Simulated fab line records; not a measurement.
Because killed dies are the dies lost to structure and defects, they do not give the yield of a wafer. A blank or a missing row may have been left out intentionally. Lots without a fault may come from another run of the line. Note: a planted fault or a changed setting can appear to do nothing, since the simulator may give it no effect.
What tool caused it?	flow gf180mcu	12 lots, 36 wafers sampled, at 2 steps of a route of 602

== WHAT EACH GAUGE READ, for each wafer ==
GF_CONTACT_THK_MEAS_03.
lot	measured	on	CONTACT_CVD_02_THK (nm)
L987	day 15 11:41	film-metro-03	859 885 882
L990	day 17 00:31	film-metro-02	843 859 877
L992	day 17 08:16	film-metro-03	859 855 871
L993	day 17 22:10	film-metro-03	864 843 861
L994	day 18 08:28	film-metro-02	860 877 864
L995	day 18 16:44	film-metro-01	863 859 868
L101	day 20 17:36	film-metro-01	841 857 861
L103	day 21 08:14	film-metro-02	859 879 876
L105	day 22 01:57	film-metro-02	848 870 873
L107	day 22 18:53	film-metro-03	841 850 868
L108	day 22 22:38	film-metro-01	852 859 874
L109	day 23 11:19	film-metro-01	853 864 875

GF_CONTACT_OVL_MEAS_15.
lot	measured	on	CONTACT_OVL (nm)
L987	day 16 09:53	overlay-01	6 3 5
L990	day 18 00:34	overlay-02	5 2 2
L992	day 18 07:56	overlay-01	2 2 7
L993	day 18 22:47	overlay-02	4 2 -7
L994	day 19 08:53	overlay-02	6 3 2
L995	day 19 18:21	overlay-01	0 4 1
L101	day 21 18:34	overlay-02	4 7 8
L103	day 22 08:44	overlay-01	-3 -2 8
L105	day 23 01:52	overlay-02	3 -7 0
L107	day 23 18:18	overlay-02	-4 -4 2
L108	day 23 21:54	overlay-01	1 0 -3
L109	day 24 08:19	overlay-02	-3 -6 1

== WHICH TOOL RAN EACH LOT (tool, then ch and the chambers of the sampled wafers, then the start) ==
The record holds no process step before these readings.

== WHAT THE TOOLS THEMSELVES READ (means of the sampled wafers that have a number; where no wafer has one, the mark that the record gives instead) ==
The record holds no such reading with a usual standard deviation.

== THE ANSWER, worked out from the rows above alone ==
Rule: what is usual is taken from the lots themselves. The widest of any qualifying gaps counts: lots, ordered by their means at a reading, are off when they make up no more than a third of the lots, leave a main group of 4 or more, and stand apart from it by 3 or more times the standard deviation of that group's means. Not used: any main group whose means are identical at the precision the tables above print for the reading. A lot without any number at a reading at which 4 lots or more have one is off too. Any other lot the step has rows for is counted as sound. First the gauges in route order, then the tools' own readings, where a lot's mean is used as printed above. The first step at which some lot is off is used, and at that step the reading that is off furthest; a lot without a number counts as furthest.
Across all readings shown, no lot is off: no conclusion can be drawn from this.

== WHAT WAS PUT IN BY THE SIMULATOR ==
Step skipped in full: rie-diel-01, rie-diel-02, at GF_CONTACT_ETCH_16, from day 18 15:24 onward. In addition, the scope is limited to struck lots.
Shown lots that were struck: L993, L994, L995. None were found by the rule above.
